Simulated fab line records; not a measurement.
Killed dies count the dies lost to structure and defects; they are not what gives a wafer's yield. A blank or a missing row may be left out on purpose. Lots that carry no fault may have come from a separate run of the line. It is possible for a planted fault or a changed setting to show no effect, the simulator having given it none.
Which tool is to blame? ; flow gf180mcu ; 35 wafers from 12 lots sampled at 4 of the route's 602 steps

== WHAT EACH GAUGE READ, for each wafer ==
GF_M3_CD_MEAS_14: target cd 280 nm. Usual: cdNm at 280.0 nm, with a standard deviation of 1.3.
lot;measured;on;cdNm (nm);flag
L516;day 21 12:02;cdSem-02;280.4 278.6 280.1;
L519;day 23 01:21;cdSem-01;279.5 279.6 279.2;
L520;day 23 08:51;cdSem-01;279.9 278.0 278.9;
L521;day 23 14:31;cdSem-02;261.4 280.5;OFF
L522;day 23 22:34;cdSem-01;260.0 258.8 278.5;OFF
L524;day 24 17:58;cdSem-02;282.8 259.2 281.1;OFF
L533;day 27 10:11;cdSem-01;280.4 280.0 281.1;
L534;day 27 17:19;cdSem-02;281.1 282.3 283.1;
L535;day 28 04:13;cdSem-02;280.4 281.8 280.6;
L536;day 28 11:41;cdSem-02;279.4 279.4 278.5;
L537;day 28 15:10;cdSem-02;279.6 278.9 278.5;
L538;day 28 18:52;cdSem-01;278.7 280.0 278.5;

GF_V4_CD_MEAS_14: target cd 260 nm. Usual: cdNm at 259.8 nm, with a standard deviation of 1.5.
lot;measured;on;cdNm (nm);flag
L516;day 24 13:43;cdSem-01;259.7 259.8 259.9;
L519;day 26 00:39;cdSem-02;257.4 258.2 258.2;
L520;day 26 06:31;cdSem-01;260.2 259.8 260.9;
L521;day 26 11:43;cdSem-01;261.3 262.1;
L522;day 26 18:29;cdSem-01;261.2 261.9 259.9;
L524;day 27 14:15;cdSem-01;260.4 259.6 259.7;
L533;day 30 01:13;cdSem-02;260.4 259.5 258.9;
L534;day 30 06:50;cdSem-01;260.3 261.4 260.5;
L535;day 30 17:20;cdSem-02;258.0 258.3 259.4;
L536;day 31 03:49;cdSem-01;257.6 259.6 258.3;
L537;day 31 03:11;cdSem-01;258.9 260.5 258.9;
L538;day 31 06:10;cdSem-01;260.4 257.8 258.2;

== TOOL THAT RAN EACH LOT (tool first, then ch and the chambers of the sampled wafers, then the start) ==
lot;GF_M3_SPUTTER_01;GF_M3_EXPOSE_11
L516;pvdSputter-01, day 20 12:26;krfScanner-02 ch 0, day 21 00:38
L519;pvdSputter-04, day 22 02:04;krfScanner-01 ch 0, day 22 14:05
L520;pvdSputter-04, day 22 09:35;krfScanner-01 ch 0, day 22 21:15
L521;pvdSputter-02, day 22 15:46;krfScanner-01 ch 0, day 23 03:38
L522;pvdSputter-01, day 23 00:26;krfScanner-01 ch 0, day 23 11:43
L524;pvdSputter-04, day 23 20:02;krfScanner-01 ch 0, day 24 07:29
L533;pvdSputter-01, day 26 14:16;krfScanner-01 ch 0, day 27 00:40
L534;pvdSputter-02, day 26 20:50;krfScanner-01 ch 0, day 27 07:07
L535;pvdSputter-02, day 27 07:47;krfScanner-02 ch 0, day 27 18:21
L536;pvdSputter-02, day 27 16:10;krfScanner-01 ch 0, day 28 02:17
L537;pvdSputter-02, day 27 19:44;krfScanner-02 ch 0, day 28 05:41
L538;pvdSputter-01, day 27 23:00;krfScanner-01 ch 0, day 28 09:18
- GF_M3_SPUTTER_01: material TiN, target thk 30 nm, time 25 s.
- GF_M3_EXPOSE_11: exposes mask Metal3, target cd 280 nm.

== AS READ BY THE TOOLS THEMSELVES (means over the sampled wafers that have a number; for cases with no such wafer, the mark the record gives instead) ==
GF_M3_SPUTTER_01. Usual: throttleValvePct at 29.8 %, with a standard deviation of 1.2.
lot;tool;throttleValvePct (%);flag
L516;pvdSputter-01;29.4;
L519;pvdSputter-04;30.9;
L520;pvdSputter-04;31.5;
L521;pvdSputter-02;28.6;
L522;pvdSputter-01;28.2;
L524;pvdSputter-04;31.3;
L533;pvdSputter-01;29.4;
L534;pvdSputter-02;29.8;
L535;pvdSputter-02;29.4;
L536;pvdSputter-02;28.9;
L537;pvdSputter-02;29.6;
L538;pvdSputter-01;28.9;

GF_M3_EXPOSE_11. Usual: stageVelMmS 499.98 mm/s, standard deviation 0.26.
lot;tool;stageVelMmS (mm/s);flag
L516;krfScanner-02;499.64;
L519;krfScanner-01;499.81;
L520;krfScanner-01;500.33;
L521;krfScanner-01;500.19;
L522;krfScanner-01;500.20;
L524;krfScanner-01;499.74;
L533;krfScanner-01;499.80;
L534;krfScanner-01;499.94;
L535;krfScanner-02;500.13;
L536;krfScanner-01;499.40;
L537;krfScanner-02;500.06;
L538;krfScanner-01;500.04;

== THE ANSWER, worked out from the rows above alone ==
Rule: take the mean of a lot's wafers that have a number; if it is more than 3 standard deviations from the usual mean, the lot is off. Also off: a lot with no number at a reading for which 4 or more lots have one. The other lots that the step has rows for count as sound. The gauges are gone through in route order, then the tools' own readings, and for those a lot's mean is taken as printed above. The first step at which some lot is off is used, and at that step the reading that is off furthest; a lot without a number counts as furthest.
Off, at GF_M3_CD_MEAS_14 on cdNm: L521, L522, L524.
A tool fits if, at a process step before that reading, it ran every lot that is off, and no sound lot after the first of them. The gauges at GF_M3_CD_MEAS_14 are tried like those tools. Not one of the candidates tried fits.

== WHAT THE SIMULATOR PUT IN ==
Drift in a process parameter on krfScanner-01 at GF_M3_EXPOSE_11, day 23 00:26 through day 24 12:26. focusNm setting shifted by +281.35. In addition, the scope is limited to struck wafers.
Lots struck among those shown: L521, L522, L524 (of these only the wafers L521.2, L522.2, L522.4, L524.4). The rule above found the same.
